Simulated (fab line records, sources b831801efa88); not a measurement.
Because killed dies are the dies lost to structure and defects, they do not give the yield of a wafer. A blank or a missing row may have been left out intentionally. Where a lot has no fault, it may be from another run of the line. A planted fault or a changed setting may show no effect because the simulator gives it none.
Comparing a struck lot with a sound one -- flow sky130 -- 18 out of 708 route steps
Sound: wafers L240.1, L240.2, L240.6. Struck: wafers L251.1, L251.2, L251.6. Last of all comes the cause.
Order at every step that has rows: each side's tool, ch and its chambers, its first start. Under that, the readings that differ: sound wafers -- struck wafers -- difference of the means -- sigmas: that difference in standard deviations of wafers without a fault.
alike: words and numbers the same on both sides, and readings whose means are apart by under 2 such deviations; not compared: readings that were withheld, readings missing a value for some wafer, numbers with overlapping values and no deviation given by the record, and bounds like >300 which may hide the same value.
A row with sigmas, a row that says differs or no value, or rows on one side alone: a step with any of these is where the two part. Non-overlapping numbers with no deviation appear without sigmas and do not part them. A reading that every wafer of one side lacks parts them only if that side has two wafers or more.

first, 4 steps without rows for these wafers: SKY_LDD_HVP_SOFTBAKE_03 (time 60 s); SKY_LDD_HVP_EXPOSE_04 (exposes mask HVPTM, target cd 700 nm); SKY_LDD_HVP_PEB_05; SKY_LDD_HVP_DEVELOP_06 (develop time 60 s).
SKY_LDD_HVP_OVL_MEAS_07:
  sound on overlay-02 at day 25 01:55; struck on overlay-01 at day 28 11:11
  alike: LDD_HVP_OVL
following that, these wafers have no rows for 1 step: SKY_LDD_HVP_IMPLANT_08.
SKY_LDD_HVP_STRIP_09: strips in O2/N2.
  sound on plasma_asher-04 ch 0,1, day 25 02:06; struck on plasma_asher-04 ch 0,1, day 28 11:23
  alike: drypump_motor_current_A, oes_product_au, strip_time_to_endpoint_s
  not compared: rf_hours_counter_h
SKY_LDD_HVP_TW_MEAS_10:
  sound on film_metro-03 at day 25 02:12; struck on film_metro-03 at day 28 11:29
  alike: LDD_HVP_TW
then, 4 steps without rows for these wafers: SKY_LDD_LDN_DEHYDRATE_00 (time 60 s); SKY_LDD_LDN_HMDS_01 (prime time 60 s); SKY_LDD_LDN_COAT_02 (resist thk 1140 nm); SKY_LDD_LDN_SOFTBAKE_03 (time 60 s).
SKY_LDD_LDN_EXPOSE_04: exposes mask LDNTM, target cd 700 nm.
  sound on iline_stepper-01 ch 0, day 25 15:49; struck on iline_stepper-01 ch 0, day 29 01:49
reading,sound,struck,difference,sigmas
model.LDD_LDN.overlay_x_nm (nm),0.5139 0.5139 0.5139,-51.74 -51.74 -51.74,-52.25,
  alike: mask
then, 2 steps without rows for these wafers: SKY_LDD_LDN_PEB_05; SKY_LDD_LDN_DEVELOP_06 (develop time 60 s).
SKY_LDD_LDN_OVL_MEAS_07:
  sound on overlay-02 at day 26 06:25; struck on overlay-02 at day 29 14:49
reading,sound,struck,difference,sigmas
LDD_LDN_OVL (nm),-1.2 -2.2 -0.2,-50.1 -50.1 -50.8,-49.1,-35
following that, these wafers have no rows for 1 step: SKY_LDD_LDN_IMPLANT_08.
-- here the record skips 21 days between the struck wafers' starts before and after, leaving off in module LDD_LDN and picking up in module PAD_OPEN (first step shown: number 708 of the route) --
SKY_PAD_OPEN_PROBE_99:
  sound on prober-01 at day 48 02:22; struck on prober-02 at day 50 06:40
  alike: killed_at_M0_to_M3, killed_at_M4_up, killed_at_contacts, killed_at_front_end, killed_at_other, killed_dies, killed_on_rim, killed_open, killed_short

## WHERE THEY PART
Within this record, at SKY_LDD_LDN_OVL_MEAS_07 only. Later steps at which nothing parts them and some readings are alike: SKY_PAD_OPEN_PROBE_99.

WHY: whatever the simulator had introduced
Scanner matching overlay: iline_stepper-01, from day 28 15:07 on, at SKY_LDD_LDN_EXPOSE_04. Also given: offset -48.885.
